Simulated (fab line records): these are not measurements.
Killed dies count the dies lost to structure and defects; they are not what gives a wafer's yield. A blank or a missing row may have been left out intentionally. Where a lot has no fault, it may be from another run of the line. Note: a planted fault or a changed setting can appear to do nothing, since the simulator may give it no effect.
Which tool did it?	flow sky130	36 wafers from 12 lots sampled at 2 of the route's 708 steps

== WHAT THE GAUGES READ, wafer by wafer ==
SKY_VIA3_RS_MEAS_22: measurement is done with a four-point probe. Usual: VIA3_W_RS typically reads 0.297 ohm/sq, with standard deviation 0.0034.
lot	measured	on	VIA3_W_RS (ohm/sq)	flag
L285	day 39 08:26	film_metro-03	0.294 0.297 0.296	
L287	day 40 03:41	film_metro-03	0.300 0.298 0.294	
L288	day 40 06:37	film_metro-01	0.296 0.292 0.294	
L289	day 40 16:28	film_metro-01	0.304 0.301 0.299	
L291	day 41 17:29	film_metro-02	0.300 0.302 0.301	
L294	day 42 13:58	film_metro-01	0.296 0.296 0.296	
L295	day 43 10:50	film_metro-01	0.296 0.298 0.294	
L298	day 43 18:55	film_metro-01	0.301 0.299 0.299	
L301	day 44 07:36	film_metro-01	0.297 0.299 0.296	
L304	day 44 22:43	film_metro-02	0.293 0.298 0.291	
L307	day 45 14:46	film_metro-01	0.295 0.293 0.296	
L308	day 45 22:20	film_metro-02	0.297 0.296 0.296	

== WHAT TOOL EACH LOT RAN ON (gives the tool, then ch and the chambers of the sampled wafers, and finally the start) ==
lot	SKY_VIA3_CVD_21
L285	cvd_w-01 ch 0,1, day 39 08:19
L287	cvd_w-02 ch 0,1, day 40 03:33
L288	cvd_w-02 ch 0,1, day 40 06:29
L289	cvd_w-02 ch 0, day 40 16:15
L291	cvd_w-02 ch 0, day 41 17:16
L294	cvd_w-01 ch 0,1, day 42 13:50
L295	cvd_w-01 ch 0,1, day 43 10:43
L298	cvd_w-02 ch 0,1, day 43 18:46
L301	cvd_w-02 ch 0,1, day 44 07:28
L304	cvd_w-01 ch 0,1, day 44 22:36
L307	cvd_w-01 ch 0,1, day 45 14:39
L308	cvd_w-02 ch 0,1, day 45 22:13
- SKY_VIA3_CVD_21: deposits W, target thk 390 nm, time 117.31 s.

== WHAT THE TOOLS THEMSELVES READ (means of the sampled wafers that have a number; where no wafer has one, the mark that the record gives instead) ==
SKY_VIA3_CVD_21. Usual: chamber_pressure_Torr 39.99 Torr, standard deviation 0.09; heater_power_w 841 W, standard deviation 96.
lot	tool	chamber_pressure_Torr (Torr)	heater_power_w (W)	flag
L285	cvd_w-01	39.94	921	
L287	cvd_w-02	40.10	828	
L288	cvd_w-02	40.02	759	
L289	cvd_w-02	39.90	722	
L291	cvd_w-02	39.96	723	
L294	cvd_w-01	39.93	942	
L295	cvd_w-01	40.01	946	
L298	cvd_w-02	39.99	777	
L301	cvd_w-02	40.05	777	
L304	cvd_w-01	39.98	925	
L307	cvd_w-01	39.97	927	
L308	cvd_w-02	40.03	826	

== THE ANSWER, worked out from the rows above alone ==
Rule: a lot counts as off when the mean over its wafers that have a number is more than 3 standard deviations away from the usual mean. A lot without any number at a reading at which 4 lots or more have one is off too. Where the step has rows for the other lots, those lots are counted as sound. The gauges are gone through in route order, then the tools' own readings, and for those a lot's mean is taken as printed above. The first step at which some lot is off is used, and at that step the reading that is off furthest; a lot without a number counts as furthest.
Nothing can be told from this: no lot is off at any reading shown.

== WHAT THE SIMULATOR PUT IN ==
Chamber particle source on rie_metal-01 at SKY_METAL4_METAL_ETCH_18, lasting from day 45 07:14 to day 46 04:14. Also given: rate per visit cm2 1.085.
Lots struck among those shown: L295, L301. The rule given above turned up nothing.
